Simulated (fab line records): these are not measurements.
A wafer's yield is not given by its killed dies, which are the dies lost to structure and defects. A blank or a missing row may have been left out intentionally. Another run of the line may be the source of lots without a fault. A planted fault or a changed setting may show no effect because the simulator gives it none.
The tool behind it: which one? | flow gf180mcu | Sampling: 14 lots, 42 wafers, 2 of 602 route steps

WHAT THE GAUGES SHOWED, per wafer
GF_M2_RS_MEAS_05: measures by four-point-probe. Usual: M2_ALCU_RS gives 0.0693 ohm/sq (standard deviation 0.00066).
lot  | measured     | on            | M2_ALCU_RS (ohm/sq)  | flag
L745 | day 18 01:09 | film metro-02 | 0.0686 0.0690 0.0685 |
L746 | day 18 22:20 | film metro-04 | 0.0693 0.0689 0.0685 |
L747 | day 19 01:11 | film metro-03 | 0.0697 0.0695 0.0700 |
L750 | day 20 09:22 | film metro-02 | 0.0702 0.0707 0.0695 |
L749 | day 20 09:25 | film metro-04 | 0.0686 0.0684 0.0684 |
L753 | day 22 07:49 | film metro-03 | 0.0706 0.0711 0.0710 |
L755 | day 22 10:25 | film metro-04 | 0.0687 0.0693 0.0698 |
L754 | day 22 16:04 | film metro-02 | 0.0705 0.0703 0.0694 |
L756 | day 23 05:43 | film metro-03 | 0.0697 0.0702 0.0697 |
L760 | day 24 10:00 | film metro-04 | 0.0692 0.0691 0.0691 |
L761 | day 24 15:01 | film metro-04 | 0.0693 0.0684 0.0696 |
L764 | day 25 10:08 | film metro-02 | 0.0687 0.0691 0.0691 |
L766 | day 26 01:26 | film metro-03 | 0.0685 0.0686 0.0687 |
L767 | day 26 11:31 | film metro-02 | 0.0686 0.0685 0.0693 |

WHICH TOOL RAN EACH LOT (tool, then ch and the chambers of the sampled wafers, then the start)
lot  | GF_M2_SPUTTER_01
L745 | pvd sputter-04, day 18 01:01
L746 | pvd sputter-03, day 18 22:13
L747 | pvd sputter-01, day 19 01:00
L750 | pvd sputter-03, day 20 09:12
L749 | pvd sputter-04, day 20 09:18
L753 | pvd sputter-04, day 22 07:40
L755 | pvd sputter-03, day 22 10:15
L754 | pvd sputter-03, day 22 15:55
L756 | pvd sputter-01, day 23 05:36
L760 | pvd sputter-04, day 24 09:52
L761 | pvd sputter-01, day 24 14:53
L764 | pvd sputter-04, day 25 10:00
L766 | pvd sputter-03, day 26 01:17
L767 | pvd sputter-01, day 26 11:21
- GF_M2_SPUTTER_01: material TiN, target thk 30 nm, time 25 s.

AS READ BY THE TOOLS THEMSELVES (means over the sampled wafers that have a number; for cases with no such wafer, the mark the record gives instead)
GF_M2_SPUTTER_01. Usual: throttle valve pct reads 30.6 % (standard deviation 0.79).
lot  | tool           | throttle valve pct (%) | flag
L745 | pvd sputter-04 | 31.2                   |
L746 | pvd sputter-03 | 30.7                   |
L747 | pvd sputter-01 | 30.8                   |
L750 | pvd sputter-03 | 30.9                   |
L749 | pvd sputter-04 | 31.3                   |
L753 | pvd sputter-04 | 30.1                   |
L755 | pvd sputter-03 | 29.9                   |
L754 | pvd sputter-03 | 30.6                   |
L756 | pvd sputter-01 | 30.8                   |
L760 | pvd sputter-04 | 31.0                   |
L761 | pvd sputter-01 | 30.7                   |
L764 | pvd sputter-04 | 30.5                   |
L766 | pvd sputter-03 | 30.7                   |
L767 | pvd sputter-01 | 30.7                   |

THE ANSWER, worked out from the rows above alone
Rule: lot off if the mean of its wafers having a number is beyond 3 standard deviations from the usual mean. A lot without any number at a reading at which 4 lots or more have one is off too. Any other lot the step has rows for is counted as sound. After the gauges, taken in route order, come the tools' own readings; for these a lot's mean is taken, as printed above. At the first step where some lot is off, the reading lying furthest off is the one used; lots without a number count as furthest.
Across all readings shown, no lot is off: no conclusion can be drawn from this.

WHAT THE SIMULATOR HAD INSERTED
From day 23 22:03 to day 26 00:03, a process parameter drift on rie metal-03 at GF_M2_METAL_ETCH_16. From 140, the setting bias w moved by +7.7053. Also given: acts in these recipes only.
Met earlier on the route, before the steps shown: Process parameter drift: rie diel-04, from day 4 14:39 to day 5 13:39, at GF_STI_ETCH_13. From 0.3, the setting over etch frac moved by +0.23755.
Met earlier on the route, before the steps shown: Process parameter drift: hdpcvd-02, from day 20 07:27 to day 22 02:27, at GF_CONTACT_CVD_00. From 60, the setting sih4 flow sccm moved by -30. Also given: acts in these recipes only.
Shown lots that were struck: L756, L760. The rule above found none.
